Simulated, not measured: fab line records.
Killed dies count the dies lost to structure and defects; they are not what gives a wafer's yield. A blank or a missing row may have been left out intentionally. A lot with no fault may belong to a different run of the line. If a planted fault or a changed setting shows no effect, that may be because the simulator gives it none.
Chamber matching / flow sky130 / SKY_VIA1_CMP_02 on cmp-02 has 4 sister chambers
The step polishes SiO2. 8 wafers are shown with their chamber, then 11 later ones without.

WAFERS PAIRED WITH THEIR CHAMBERS
wafer=L080.4; chamber=0; motor current A (A)=12.1; platen rpm (rpm)=60.02
wafer=L085.1; chamber=0; motor current A (A)=12.7; platen rpm (rpm)=59.99
wafer=L090.1; chamber=3; motor current A (A)=11.1; platen rpm (rpm)=60.01
wafer=L090.5; chamber=1; motor current A (A)=13.8; platen rpm (rpm)=60.00
wafer=L091.2; chamber=1; motor current A (A)=13.7; platen rpm (rpm)=60.01
wafer=L091.3; chamber=3; motor current A (A)=11.3; platen rpm (rpm)=59.95
wafer=L091.4; chamber=2; motor current A (A)=10.8; platen rpm (rpm)=60.03
wafer=L094.3; chamber=2; motor current A (A)=11.7; platen rpm (rpm)=59.98

WAFERS WITH NO CHAMBER GIVEN
wafer=L094.4; motor current A (A)=11.5; platen rpm (rpm)=59.97
wafer=L094.6; motor current A (A)=11.8; platen rpm (rpm)=59.99
wafer=L097.1; motor current A (A)=13.1; platen rpm (rpm)=59.99
wafer=L097.2; motor current A (A)=12.7; platen rpm (rpm)=60.10
wafer=L097.4; motor current A (A)=11.2; platen rpm (rpm)=60.01
wafer=L095.1; motor current A (A)=11.2; platen rpm (rpm)=60.05
wafer=L095.3; motor current A (A)=12.0; platen rpm (rpm)=59.96
wafer=L095.6; motor current A (A)=10.7; platen rpm (rpm)=60.03
wafer=L093.2; motor current A (A)=11.4; platen rpm (rpm)=60.07
wafer=L093.5; motor current A (A)=10.9; platen rpm (rpm)=59.92
wafer=L093.6; motor current A (A)=11.2; platen rpm (rpm)=60.04

EACH ONE'S CHAMBER
wafer=L094.4; from the rows above=can't be placed: 3 or 2 or 0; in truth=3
wafer=L094.6; from the rows above=can't be placed: 2 or 3 or 0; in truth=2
wafer=L097.1; from the rows above=can't be placed: 1 or 0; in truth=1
wafer=L097.2; from the rows above=can't be placed: 0 or 1 or 2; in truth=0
wafer=L097.4; from the rows above=can't be placed: 2 or 3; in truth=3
wafer=L095.1; from the rows above=can't be placed: 2 or 3 or 0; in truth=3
wafer=L095.3; from the rows above=can't be placed: 0 or 3 or 2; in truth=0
wafer=L095.6; from the rows above=can't be placed: 2 or 3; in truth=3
wafer=L093.2; from the rows above=can't be placed: 2 or 3 or 0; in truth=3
wafer=L093.5; from the rows above=can't be placed: 3 or 2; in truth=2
wafer=L093.6; from the rows above=can't be placed: 2 or 3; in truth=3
Correctly placed: 0 of 11. From these rows, 11 cannot be placed; in 11 the true chamber is one of the candidates. Placed wrongly: 0.
How it was worked out, from the rows above alone: a wafer's distance from a chamber is the root of the sum, over the readings, of the square of ((its reading less the chamber's mean) divided by the reading's scatter). If the next closest chamber is less than 2 further off than the closest, the wafer can't be placed; otherwise it belongs to the closest. Each chamber's mean is taken over the wafers shown for it. The scatter: the root of (the sum of the squares of (reading less its chamber's mean) over the shown wafers, divided by (wafers less chambers)).
